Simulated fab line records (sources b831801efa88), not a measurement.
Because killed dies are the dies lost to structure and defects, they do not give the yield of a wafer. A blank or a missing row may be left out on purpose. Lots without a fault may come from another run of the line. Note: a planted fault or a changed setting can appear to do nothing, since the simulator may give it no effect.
A struck lot beside a sound one | flow sky130 | 15 steps out of a route of 708
Sound: these wafers, L267.2, L267.3, L267.5. Wafers L277.1, L277.3, L277.5 were the ones struck. At the end, the cause is stated.
Per side, at each step with rows, come the tool, then ch with its chambers, and then its first start. Under that, the readings that differ: sound wafers | struck wafers | difference of the means | sigmas: that difference in standard deviations of wafers without a fault.
alike: readings with means less than 2 such deviations apart, plus words and numbers identical on both sides. not compared: withheld readings, readings lacking a value on some wafer, bounds such as >300 that could conceal the same value, and numbers that have no deviation in the record and whose values overlap.
The two part at a step that has a row with sigmas, a row that says differs or no value, or rows on one side only. Non-overlapping numbers with no deviation appear without sigmas and do not part them. A reading that every wafer of one side lacks parts them only if that side has two wafers or more.

SKY_POLY_GATE_CD_MEAS_22:
  sound on cd_sem-02, day 18 06:34; struck on cd_sem-01, day 22 00:17
  alike: cd_nm
then, 7 steps without rows for these wafers: SKY_LDD_N_DEHYDRATE_00 (time 60 s); SKY_LDD_N_HMDS_01 (prime time 60 s); SKY_LDD_N_COAT_02 (resist thk 300 nm); SKY_LDD_N_SOFTBAKE_03 (time 60 s); SKY_LDD_N_EXPOSE_04 (exposes mask NTM, target cd 840 nm); SKY_LDD_N_PEB_05; SKY_LDD_N_DEVELOP_06 (develop time 60 s).
SKY_LDD_N_OVL_MEAS_07:
  sound on overlay-01, day 19 12:31; struck on overlay-02, day 23 06:34
  alike: LDD_N_OVL
then, 3 steps without rows for these wafers: SKY_LDD_N_IMPLANT_08; SKY_LDD_N_IMPLANT_09; SKY_LDD_N_IMPLANT_10.
SKY_LDD_N_IMPLANT_11:
  sound on implanter-01 ch 0, day 19 13:02; struck on implanter-03 ch 0, day 23 07:31
  reading                | sound                | struck               | difference | sigmas
  rotation_deg (degrees) | 292.97 293.00 293.05 | 350.27 350.17 350.23 | +57.22     | +99 or more
  alike: beam_energy_keV, beam_on_s
following that, these wafers have no rows for 1 step: SKY_LDD_N_IMPLANT_12.
-- record jumps: 27 days separate the struck wafers' starts on either side; left off in module LDD_N, taken up again in module PAD_OPEN, whose first shown step is the route's number 708 --
SKY_PAD_OPEN_PROBE_99:
  sound on prober-01, day 47 02:29; struck on prober-02, day 49 22:17
  reading             | sound    | struck   | difference | sigmas
  killed_at_contacts  | 24 22 13 | 28 42 27 | +13        | +2
  killed_at_front_end | 21 18 21 | 11 8 14  | -9         | -2
  alike: killed_at_M0_to_M3, killed_at_M4_up, killed_at_other, killed_dies, killed_open, killed_short

## WHERE THEY PART
Earliest at SKY_LDD_N_IMPLANT_11; latest, in this record, at SKY_PAD_OPEN_PROBE_99.

WHY: what the simulator had put in
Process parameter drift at SKY_LDD_N_IMPLANT_11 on implanter-03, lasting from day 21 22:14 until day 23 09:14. Setting rotation_deg, moved by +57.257, from 293. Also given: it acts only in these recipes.
